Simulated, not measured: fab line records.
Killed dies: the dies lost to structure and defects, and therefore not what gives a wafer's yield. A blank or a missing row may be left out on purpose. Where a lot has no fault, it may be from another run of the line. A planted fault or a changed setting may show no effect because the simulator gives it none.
fab line records	flow sky130	part 1 of 2: steps 1 to 44 of 45
[record] lots = 6	wafers = 18	last_day = 49
route steps=708 shown SONOS_ONO@186 GATE_OXIDE@187 POLY_GATE@204 RES_PROTECT@206 LOCAL_INTERCONNECT@400 PAD_OPEN@708
lots that met no fault: taken from a fault-free run of the same line
start_h: the number of hours between the record's first day and the start of the first shown wafer of the lot	wait_h: how many hours have passed since the lot's step before this one	" unchanged from the row above	L1.1+2: a single row standing in for several wafers	- either no value or no given start	* or withheld: withheld	< > ~ a bound
route shown NAME@n: a module of which the file shows steps, and the number in the route of the first	usual: mean and standard deviation over wafers with no fault	same: alike in all rows	chamber/n: place in a boat	sites: the reading at each site	_std_site: standard deviation of those values	_edge_site: the outer-site mean with the inner-site mean subtracted	radius_mm: for every site, how far away it sits from the centre of the wafer	mask NAME#n: copy n	behind: the tool/chamber that last shaped the wafer	hold: why the lot went on hold/how many hours it stayed there/how the hold came to an end	device: whichever transistor did not switch (one of n, p or np)	end of line: tests run on the same wafers once the route is complete	a step without rows: its recipe alone	killed: dies lost to structure and defects at the first sort, not the wafer's yield	map: dies across one wafer; x = killed, . = not, _ = none there
set.NAME: the setting that was run; set.NAME@STEP: the one run at that earlier step	model.NAME: the simulator's own value behind a step, which no gauge read
lots at some steps of the route; a table a step, a row a wafer
services: a tool's chamber out of use, with start hour (start_h, from the record's first day; less than 0 if before it), hours out, and reason
[[steps]]
[step SKY_SONOS_ONO_WET_ETCH_18]
[recipe] chemistry = H3PO4	target_depth_nm = 15	target = Si3N4	temp_c = 160	time_s = 172
[step SKY_GATE_OXIDE_CLEAN_00]
[recipe] chemistry = SC1/SC2	mix = 1:4:20	temp_c = 70	time_s = 150	dry = n2_spin
[step SKY_GATE_OXIDE_OXIDATION_01]
[recipe] temp_c = 900	ambient = O2	stabilise_s = 600	purge_s = 300	target_thk_a = 102.68	ox_time_s = 1473
[step SKY_GATE_OXIDE_THK_MEAS_02]
[recipe] reads = SiO2_of_GATE_OXIDE_OXIDATION_01
[usual] GATE_OXIDE_OXIDATION_00_THK = 10.19/0.19
lot.wafer	tool	chamber	start_h	wait_h	GATE_OXIDE_OXIDATION_00_THK[nm]
L813.3	film_metro-04	-	283.89	0.0	9.86
L813.4	"	-	"	"	9.87
L813.5	"	-	"	"	9.91
L815.1	film_metro-04	-	322.28	0.0	10.01
L815.2	"	-	"	"	10.01
L815.3	"	-	"	"	9.99
L821.3	film_metro-03	-	367.47	0.0	9.99
L821.4	"	-	"	"	9.93
L821.6	"	-	"	"	9.91
L822.1	film_metro-04	-	373.01	0.0	10.16
L822.2	"	-	"	"	10.06
L822.5	"	-	"	"	10.16
L828.1	film_metro-01	-	424.62	0.0	10.10
L828.2	"	-	"	"	10.03
L828.5	"	-	"	"	10.17
L831.3	film_metro-04	-	451.15	0.0	10.50
L831.4	"	-	"	"	10.54
L831.5	"	-	"	"	10.53
[step SKY_GATE_OXIDE_DEHYDRATE_03]
[recipe] temp_c = 200	time_s = 60
[step SKY_GATE_OXIDE_HMDS_04]
[recipe] prime_time_s = 60	prime_temp_c = 120
[step SKY_GATE_OXIDE_COAT_05]
[recipe] resist = NOVOLAK	spin_rpm = 3000	resist_thk_nm = 1140
[step SKY_GATE_OXIDE_SOFTBAKE_06]
[recipe] temp_c = 90	time_s = 60	resist = NOVOLAK
[step SKY_GATE_OXIDE_EXPOSE_07]
[recipe] mask_id = LVOM	na = 0.6	source_shape = conventional	sigma_outer = 0.6	polarization = unpolarized	target_cd_nm = 600	dose_mj = 170
[step SKY_GATE_OXIDE_PEB_08]
[recipe] temp_c = withheld	time_s = *	resist = NOVOLAK
[step SKY_GATE_OXIDE_DEVELOP_09]
[recipe] resist = NOVOLAK	developer = TMAH	develop_time_s = 60	dev_temp_c = 23
[step SKY_GATE_OXIDE_OVL_MEAS_10]
[usual] GATE_OXIDE_OVL = -1.2/1.4
lot.wafer	tool	chamber	start_h	wait_h	GATE_OXIDE_OVL[nm]
L813.3	overlay-02	-	310.04	0.1	-0.3
L813.4	"	-	"	"	-0.1
L813.5	"	-	"	"	0.0
L815.1	overlay-01	-	350.60	0.1	2.3
L815.2	"	-	"	"	2.7
L815.3	"	-	"	"	2.2
L821.3	overlay-02	-	395.19	0.1	-1.6
L821.4	"	-	"	"	-1.2
L821.6	"	-	"	"	-2.5
L822.1	overlay-02	-	401.59	0.1	-1.0
L822.2	"	-	"	"	0.1
L822.5	"	-	"	"	0.1
L828.1	overlay-02	-	456.05	0.1	-3.2
L828.2	"	-	"	"	-2.9
L828.5	"	-	"	"	-2.7
L831.3	overlay-02	-	481.70	0.1	-3.0
L831.4	"	-	"	"	-2.2
L831.5	"	-	"	"	-3.5
[step SKY_GATE_OXIDE_IMPLANT_11]
[recipe] species = B	energy_kev = 10	dose_cm2 = 2.6e+12	tilt_deg = withheld
[usual] beam_energy_keV = 10.000/0.0026	dose_ions_cm2 = 2.6007e+12/2.9e+09	faraday_current_uA = 14.65/0.27
lot.wafer	tool	chamber	start_h	wait_h	beam_energy_keV	dose_ions_cm2	faraday_current_uA
L813.3	implanter-03	0	310.12	0.1	10.004	2.6025e+12	14.31
L813.4	"	0	"	"	10.000	2.5987e+12	14.44
L813.5	"	0	"	"	9.9956	2.5962e+12	14.27
L815.1	implanter-03	0	350.63	0.0	9.9984	2.6037e+12	14.75
L815.2	"	0	"	"	10.002	2.5991e+12	14.91
L815.3	"	0	"	"	10.003	2.601e+12	14.36
L821.3	implanter-03	0	395.27	0.1	9.9966	3.4803e+12	19.60
L821.4	"	0	"	"	9.9972	3.4771e+12	19.61
L821.6	"	0	"	"	9.9959	3.4768e+12	19.78
L822.1	implanter-03	0	401.62	0.0	10.006	3.474e+12	19.03
L822.2	"	0	"	"	10.003	3.4766e+12	19.28
L822.5	"	0	"	"	10.000	3.4728e+12	19.61
L828.1	implanter-04	0	456.08	0.0	9.9996	2.599e+12	14.36
L828.2	"	0	"	"	10.001	2.6012e+12	14.67
L828.5	"	0	"	"	9.9976	2.5993e+12	14.39
L831.3	implanter-01	0	481.77	0.1	9.9991	2.5996e+12	15.00
L831.4	"	0	"	"	10.001	2.5966e+12	14.34
L831.5	"	0	"	"	10.001	2.5956e+12	14.52
[step SKY_GATE_OXIDE_WET_ETCH_12]
[recipe] chemistry = dHF	target_depth_nm = 16.8	dry = n2_spin	target = SiO2	dilution = 100:1	temp_c = 25	time_s = 336
[step SKY_GATE_OXIDE_STRIP_13]
[recipe] chemistry = O2/N2	power_w = 1400	pressure_mtorr = 1500	platen_temp_c = withheld	o2_flow_sccm = 3000	n2_flow_sccm = 300	overash_fraction = 0.5
[usual] drypump_motor_current_A = 5.5/0.39	n2_flow_sccm = 300.1/0.84	oes_product_au = 0.715/0.0044	strip_time_to_endpoint_s = 14.17/0.041
lot.wafer	tool	chamber	start_h	wait_h	drypump_motor_current_A	n2_flow_sccm	oes_product_au	rf_hours_counter_h	strip_time_to_endpoint_s
L813.3	plasma_asher-02	1	310.36	0.0	6.0	299.3	0.711	-	14.15
L813.4	"	0	"	"	5.8	300.6	0.713	-	14.19
L813.5	"	0	"	"	5.8	300.4	0.719	-	14.16
L815.1	plasma_asher-01	0	350.89	0.0	5.7	300.9	0.708	53	14.14
L815.2	"	1	"	"	5.3	301.5	0.710	53	14.14
L815.3	"	0	"	"	5.7	300.4	0.720	-	14.12
L821.3	plasma_asher-04	1	395.51	0.0	4.9	299.6	0.715	-	14.20
L821.4	"	0	"	"	5.6	299.7	0.714	-	14.21
L821.6	"	0	"	"	5.6	300.2	0.712	-	14.18
L822.1	plasma_asher-04	0	401.87	0.0	5.6	299.4	0.714	68	14.21
L822.2	"	1	"	"	4.9	299.9	0.715	68	14.21
L822.5	"	0	"	"	5.6	298.8	0.713	-	14.17
L828.1	plasma_asher-02	1	456.34	0.0	6.0	299.1	0.710	72	14.19
L828.2	"	0	"	"	5.8	300.6	0.712	72	14.19
L828.5	"	0	"	"	5.8	300.7	0.712	-	14.22
L831.3	plasma_asher-01	1	482.01	0.0	5.3	301.1	0.710	-	14.17
L831.4	"	0	"	"	5.7	301.5	0.712	-	14.22
L831.5	"	1	"	"	5.3	301.4	0.718	-	14.15
[step SKY_GATE_OXIDE_TW_MEAS_14]
[usual] GATE_OXIDE_TW = 222.0/2.1
lot.wafer	tool	chamber	start_h	wait_h	GATE_OXIDE_TW
L813.3	film_metro-04	-	310.45	0.1	225.0
L813.4	"	-	"	"	224.8
L813.5	"	-	"	"	223.8
L815.1	film_metro-01	-	350.99	0.1	222.5
L815.2	"	-	"	"	221.2
L815.3	"	-	"	"	222.1
L821.3	film_metro-04	-	395.60	0.1	244.9
L821.4	"	-	"	"	245.1
L821.6	"	-	"	"	243.6
L822.1	film_metro-03	-	401.97	0.1	237.2
L822.2	"	-	"	"	238.2
L822.5	"	-	"	"	238.1
L828.1	film_metro-03	-	456.44	0.1	221.0
L828.2	"	-	"	"	222.4
L828.5	"	-	"	"	220.5
L831.3	film_metro-03	-	482.09	0.1	221.1
L831.4	"	-	"	"	222.1
L831.5	"	-	"	"	221.2
[step SKY_GATE_OXIDE_CLEAN_15]
[recipe] chemistry = SC1/SC2	mix = 1:4:20	temp_c = 70	time_s = 150	dry = n2_spin
[step SKY_GATE_OXIDE_OXIDATION_16]
[recipe] temp_c = 800	ambient = O2	idle_temp_c = 700	ramp_up_c_per_min = 10	ramp_down_c_per_min = 3	stabilise_s = 600	purge_s = 300	target_thk_a = 35.7	ox_time_s = 1915
[step SKY_POLY_GATE_CVD_00]
[recipe] material = poly-Si	target_thk_nm = 180	temp_c = 620	time_s = 720	pressure_mtorr = 200
[step SKY_POLY_GATE_THK_MEAS_01]
[recipe] reads = poly-Si_of_POLY_GATE_CVD_00
[usual] POLY_GATE_CVD_00_THK = 178.8/1.8
lot.wafer	tool	chamber	start_h	wait_h	POLY_GATE_CVD_00_THK[nm]
L813.3	film_metro-01	-	313.89	0.0	180.4
L813.4	"	-	"	"	180.5
L813.5	"	-	"	"	178.9
L815.1	film_metro-01	-	354.71	0.0	177.9
L815.2	"	-	"	"	179.2
L815.3	"	-	"	"	178.3
L821.3	film_metro-04	-	401.55	0.0	179.0
L821.4	"	-	"	"	177.8
L821.6	"	-	"	"	179.1
L822.1	film_metro-02	-	405.63	0.0	180.6
L822.2	"	-	"	"	182.1
L822.5	"	-	"	"	182.3
L828.1	film_metro-01	-	459.29	0.0	174.7
L828.2	"	-	"	"	177.1
L828.5	"	-	"	"	174.8
L831.3	film_metro-01	-	484.93	0.0	178.7
L831.4	"	-	"	"	180.1
L831.5	"	-	"	"	179.6
[step SKY_RES_PROTECT_DEHYDRATE_00]
[recipe] temp_c = 200	time_s = 60
[step SKY_RES_PROTECT_HMDS_01]
[recipe] prime_time_s = 60	prime_temp_c = 120
[step SKY_RES_PROTECT_COAT_02]
[recipe] resist = NOVOLAK	spin_rpm = 3000	resist_thk_nm = 1140
[step SKY_RES_PROTECT_SOFTBAKE_03]
[recipe] temp_c = 90	time_s = 60	resist = NOVOLAK
[step SKY_RES_PROTECT_EXPOSE_04]
[recipe] mask_id = RPM	na = 0.6	source_shape = conventional	sigma_outer = 0.6	polarization = unpolarized	target_cd_nm = 1270	dose_mj = 131
[step SKY_RES_PROTECT_PEB_05]
[recipe] temp_c = withheld	time_s = *	resist = NOVOLAK
[step SKY_RES_PROTECT_DEVELOP_06]
[recipe] resist = NOVOLAK	developer = TMAH	develop_time_s = 60	dev_temp_c = 23
[step SKY_POLY_GATE_IMPLANT_02]
[recipe] species = P	energy_kev = 30	dose_cm2 = 7.7e+15	tilt_deg = 0
[step SKY_RES_PROTECT_STRIP_07]
[recipe] chemistry = O2/N2	power_w = 1400	pressure_mtorr = 1500	platen_temp_c = withheld	o2_flow_sccm = 3000	n2_flow_sccm = 300	overash_fraction = 0.5
[usual] drypump_motor_current_A = 5.8/0.34	n2_flow_sccm = 300.0/0.9	oes_product_au = 0.518/0.0043	strip_time_to_endpoint_s = 23.29/0.047
lot.wafer	tool	chamber	start_h	wait_h	drypump_motor_current_A	n2_flow_sccm	oes_product_au	rf_hours_counter_h	strip_time_to_endpoint_s
L813.3	plasma_asher-01	0	342.56	0.1	5.7	299.8	0.516	-	23.30
L813.4	"	1	"	"	5.3	300.0	0.519	-	23.35
L813.5	"	1	"	"	5.3	301.2	0.526	-	23.26
L815.1	plasma_asher-01	0	383.90	0.1	5.7	301.1	0.514	56	23.21
L815.2	"	1	"	"	5.3	298.5	0.515	56	23.23
L815.3	"	0	"	"	5.7	300.6	0.520	-	23.22
L821.3	plasma_asher-02	1	431.08	0.1	6.0	300.4	0.511	-	23.24
L821.4	"	0	"	"	5.8	299.1	0.521	-	23.22
L821.6	"	0	"	"	5.8	300.7	0.517	-	23.20
L822.1	plasma_asher-03	1	436.00	0.1	6.2	298.7	0.516	32	23.37
L822.2	"	0	"	"	6.2	300.9	0.510	32	23.33
L822.5	"	1	"	"	6.2	298.7	0.514	-	23.34
L828.1	plasma_asher-03	0	489.44	0.1	6.2	298.7	0.518	37	23.33
L828.2	"	1	"	"	6.2	300.2	0.512	37	23.31
L828.5	"	0	"	"	6.2	300.7	0.520	-	23.28
L831.3	plasma_asher-02	0	515.38	0.1	5.8	299.9	0.519	-	23.24
L831.4	"	1	"	"	6.0	298.9	0.524	-	23.27
L831.5	"	0	"	"	5.8	299.7	0.524	-	23.26
[step SKY_RES_PROTECT_TW_MEAS_08]
[usual] POLY_GATE_TW = 4012/41
lot.wafer	tool	chamber	start_h	wait_h	POLY_GATE_TW
L813.3	film_metro-04	-	342.65	0.1	4026
L813.4	"	-	"	"	4050
L813.5	"	-	"	"	4037
L815.1	film_metro-02	-	384.00	0.1	4012
L815.2	"	-	"	"	3971
L815.3	"	-	"	"	3967
L821.3	film_metro-03	-	431.16	0.1	3962
L821.4	"	-	"	"	3976
L821.6	"	-	"	"	3971
L822.1	film_metro-04	-	436.10	0.1	4062
L822.2	"	-	"	"	4070
L822.5	"	-	"	"	4060
L828.1	film_metro-03	-	489.54	0.1	3993
L828.2	"	-	"	"	3989
L828.5	"	-	"	"	3991
L831.3	film_metro-03	-	515.47	0.1	3977
L831.4	"	-	"	"	3981
L831.5	"	-	"	"	3985
[step SKY_RES_PROTECT_CLEAN_09]
[recipe] chemistry = SC1/SC2	mix = 1:4:20	temp_c = 70	time_s = 150	dry = n2_spin
[step SKY_POLY_GATE_CVD_03]
[recipe] material = Si3N4	precursor = DCS/NH3	target_thk_nm = 75	temp_c = 770	time_s = 1290	pressure_mtorr = 250
[step SKY_POLY_GATE_THK_MEAS_04]
[recipe] reads = Si3N4_of_POLY_GATE_CVD_03
[usual] POLY_GATE_CVD_03_THK = 75.5/0.71
lot.wafer	tool	chamber	start_h	wait_h	POLY_GATE_CVD_03_THK[nm]
L813.3	film_metro-01	-	344.96	0.0	76.1
L813.4	"	-	"	"	76.0
L813.5	"	-	"	"	75.8
L815.1	film_metro-01	-	385.47	0.0	74.6
L815.2	"	-	"	"	74.6
L815.3	"	-	"	"	74.7
L821.3	film_metro-02	-	433.32	0.0	75.0
L821.4	"	-	"	"	74.5
L821.6	"	-	"	"	74.6
L822.1	film_metro-02	-	438.24	0.0	75.1
L822.2	"	-	"	"	74.2
L822.5	"	-	"	"	74.4
L828.1	film_metro-01	-	491.02	0.0	76.4
L828.2	"	-	"	"	77.0
L828.5	"	-	"	"	76.4
L831.3	film_metro-04	-	517.77	0.0	76.2
L831.4	"	-	"	"	76.2
L831.5	"	-	"	"	76.6
[step SKY_POLY_GATE_DEHYDRATE_05]
[recipe] temp_c = 200	time_s = 60
[step SKY_POLY_GATE_HMDS_06]
[recipe] prime_time_s = 60	prime_temp_c = 120
[step SKY_POLY_GATE_COAT_07]
[recipe] resist = BARC	temp_c = withheld	time_s = withheld	spin_rpm = 3000	resist_thk_nm = 110
[step SKY_POLY_GATE_COAT_08]
[recipe] resist = KrF-thick	spin_rpm = 3000	resist_thk_nm = 450
[step SKY_POLY_GATE_SOFTBAKE_09]
[recipe] temp_c = 100	time_s = 90	resist = KrF-thick
[step SKY_POLY_GATE_EXPOSE_10]
[recipe] mask_id = P1M	na = 0.68	source_shape = conventional	sigma_outer = 0.6	target_cd_nm = 150	dose_mj = 28
[step SKY_POLY_GATE_PEB_11]
[recipe] peb_temp_c = withheld	peb_time_s = withheld	resist = KrF-thick
[step SKY_POLY_GATE_DEVELOP_12]
[recipe] develop_time_s = 60	resist = KrF-thick	dev_temp_c = 21
[step SKY_POLY_GATE_CD_MEAS_13]
[recipe] target_cd_nm = 150
[usual] cd_nm = 150.0/1.2
lot.wafer	tool	chamber	start_h	wait_h	cd_nm
L813.3	cd_sem-01	-	374.23	-	149.3
L813.4	"	-	"	"	148.0
L813.5	"	-	"	"	149.8
L815.1	cd_sem-02	-	414.46	-	149.9
L815.2	"	-	"	"	152.4
L815.3	"	-	"	"	150.6
L821.3	cd_sem-01	-	464.13	-	152.0
L821.4	"	-	"	"	152.4
L821.6	"	-	"	"	151.0
L822.1	cd_sem-01	-	468.83	-	148.0
L822.2	"	-	"	"	148.2
L822.5	"	-	"	"	148.0
L828.1	cd_sem-02	-	521.25	-	152.4
L828.2	"	-	"	"	150.8
L828.5	"	-	"	"	150.7
L831.3	cd_sem-01	-	547.87	-	150.4
L831.4	"	-	"	"	145.9
L831.5	"	-	"	"	148.0
[step SKY_LOCAL_INTERCONNECT_ETCH_13]
[recipe] chemistry = N2/H2	target = BARC	ion_energy_ev = 200	bias_w = 100	pressure_mtorr = 30	n2_flow_sccm = 100	h2_flow_sccm = 200	icp_w = 500	stop_on = SiO2	time_s = 45.9	target_depth_a = 600
[usual] drypump_motor_current_A = 5.9/0.34	h2_flow_sccm = 199.9/0.59	n2_flow_sccm = 100.0/0.31	oes_product_au = 0.854/0.0044	throttle_valve_pct = 13.225/0.0091
lot.wafer	tool	chamber	start_h	wait_h	drypump_motor_current_A	h2_flow_sccm	n2_flow_sccm	oes_product_au	rf_hours_counter_h	throttle_valve_pct	model.LOCAL_INTERCONNECT.cd_nm
L813.3	rie_metal-02	0	711.27	0.0	6.0	200.6	99.5	0.858	-	13.227	170.8
L813.4	"	1	"	"	6.4	200.0	100.2	0.858	-	13.214	168.4
L813.5	"	0	"	"	6.0	200.8	100.0	0.851	-	13.209	171.7
L815.1	rie_metal-03	1	747.64	0.0	6.0	199.3	99.7	0.857	1	13.237	171.2
L815.2	"	0	"	"	5.6	199.2	99.7	0.865	6	13.225	169.4
L815.3	"	0	"	"	5.6	198.7	100.1	0.856	-	13.232	169.7
L821.3	rie_metal-04	0	787.52	0.0	6.4	199.7	100.6	0.859	-	13.219	192.4
L821.4	"	1	"	"	5.4	200.2	100.0	0.854	-	13.214	191.1
L821.6	"	0	"	"	6.4	198.8	100.0	0.849	-	13.221	-
L822.1	rie_metal-03	1	793.50	0.0	6.0	199.6	100.2	0.850	2	13.212	191.5
L822.2	"	0	"	"	5.6	200.3	99.8	0.848	7	13.219	190
L822.5	"	0	"	"	5.6	199.7	100.4	0.856	-	13.216	190.6
L828.1	rie_metal-03	1	835.09	0.0	6.0	200.2	100.1	0.858	4	13.231	170.7
L828.2	"	0	"	"	5.6	199.9	99.7	0.845	9	13.225	170.1
L828.5	"	0	"	"	5.6	200.1	100.0	0.854	-	13.220	169.8
L831.3	rie_metal-04	0	857.37	0.0	6.3	200.5	99.7	0.855	-	13.230	171.3
L831.4	"	1	"	"	5.4	200.9	100.0	0.859	-	13.221	170.9
L831.5	"	0	"	"	6.3	199.7	99.6	0.851	-	13.230	172
[step SKY_LOCAL_INTERCONNECT_METAL_ETCH_14]
[recipe] target_depth_nm = 110	stop_on = PSG	chemistry = Cl2/BCl3	target = TiN	resist_sidewall_deg = 88	pressure_mtorr = 10	icp_w = 900	bias_w = 48.5	Cl2_flow_sccm = 60	bcl3_flow_sccm = 30	time_s = 31.4
[usual] drypump_motor_current_A = 5.9/0.34	oes_product_au = 0.940/0.0082	throttle_valve_pct = 21.900/0.0099
lot.wafer	tool	chamber	start_h	wait_h	drypump_motor_current_A	oes_product_au	rf_hours_counter_h	throttle_valve_pct	model.LOCAL_INTERCONNECT.cd_nm
L813.3	rie_metal-02	0	711.33	0.0	6.0	0.950	-	21.907	171.2
L813.4	"	1	"	"	6.3	0.941	-	21.910	169.3
L813.5	"	0	"	"	6.0	0.941	-	21.898	172.1
L815.1	rie_metal-03	1	747.70	0.0	6.0	0.924	1	21.910	171
L815.2	"	0	"	"	5.6	0.926	6	21.901	168.8
L815.3	"	0	"	"	5.6	0.929	-	21.897	168.5
L821.3	rie_metal-04	0	787.58	0.0	6.4	0.938	-	21.899	191.3
L821.4	"	1	"	"	5.3	0.948	-	21.888	190.3
L821.6	"	0	"	"	6.4	0.944	-	21.899	190.8
L822.1	rie_metal-03	1	793.56	0.0	5.9	0.941	2	21.908	192.4
L822.2	"	0	"	"	5.6	0.933	7	21.916	190.4
L822.5	"	0	"	"	5.6	0.927	-	21.915	191.1
L828.1	rie_metal-03	1	835.15	0.0	6.0	0.946	4	21.891	170.7
L828.2	"	0	"	"	5.6	0.941	9	21.906	170.6
L828.5	"	0	"	"	5.6	0.929	-	21.903	170.6
L831.3	rie_metal-04	0	857.43	0.0	6.4	0.951	-	21.892	170
L831.4	"	1	"	"	5.4	0.946	-	21.892	171.4
L831.5	"	0	"	"	6.3	0.950	-	21.898	170.6
[[key]]
[first_sign] step = SKY_GATE_OXIDE_IMPLANT_11	reading = dose_ions_cm2	direction = up	sigmas = 99+	usual = *	struck = *
[effect] step = SKY_GATE_OXIDE_IMPLANT_11	reading = faraday_current_uA	direction = up	sigmas = 18	usual = 14.65	struck = 19.49
[effect] step = SKY_GATE_OXIDE_TW_MEAS_14	reading = GATE_OXIDE_TW	direction = up	sigmas = 9.3	usual = 222.0	struck = 241.2
[model_effect] step = SKY_LOCAL_INTERCONNECT_ETCH_13	value = LOCAL_INTERCONNECT.cd_nm	without = 170.7	struck = 191.1
[model_effect] step = SKY_LOCAL_INTERCONNECT_METAL_ETCH_14	value = LOCAL_INTERCONNECT.cd_nm	without = 170.7	struck = 191.1
[model_effect] step = SKY_PAD_OPEN_PROBE_99	value = etest.tip_p.rs_ohm_sq	without = 6875	struck = 6484
met_at SKY_GATE_OXIDE_IMPLANT_11
struck_wafers L821.3,L821.4,L821.6,L822.1,L822.2,L822.5
tester_left_out L821,L822
[loop_trim] step = SKY_LOCAL_INTERCONNECT_EXPOSE_08	setting = dose	lots = L821,L822
onset_between 350.63 395.27
[fault] kind = process_parameter_drift	tool = implanter-03	chamber = -	onset_h = 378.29	steps = SKY_GATE_OXIDE_IMPLANT_11	channel = dose_cm2	offset = *	shape = step	end_h = 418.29	acts_in = *	stated = *
// tester_left_out: of these lots the tester's yield and bins aren't shown, on N5 and GAA mostly nor the transistor test; their killed dies are dies lost to structure and defects alone, not to doping, threshold or leakage, so they don't give the yield
// loop_trim: a control loop set the setting to another value than it would have without faults
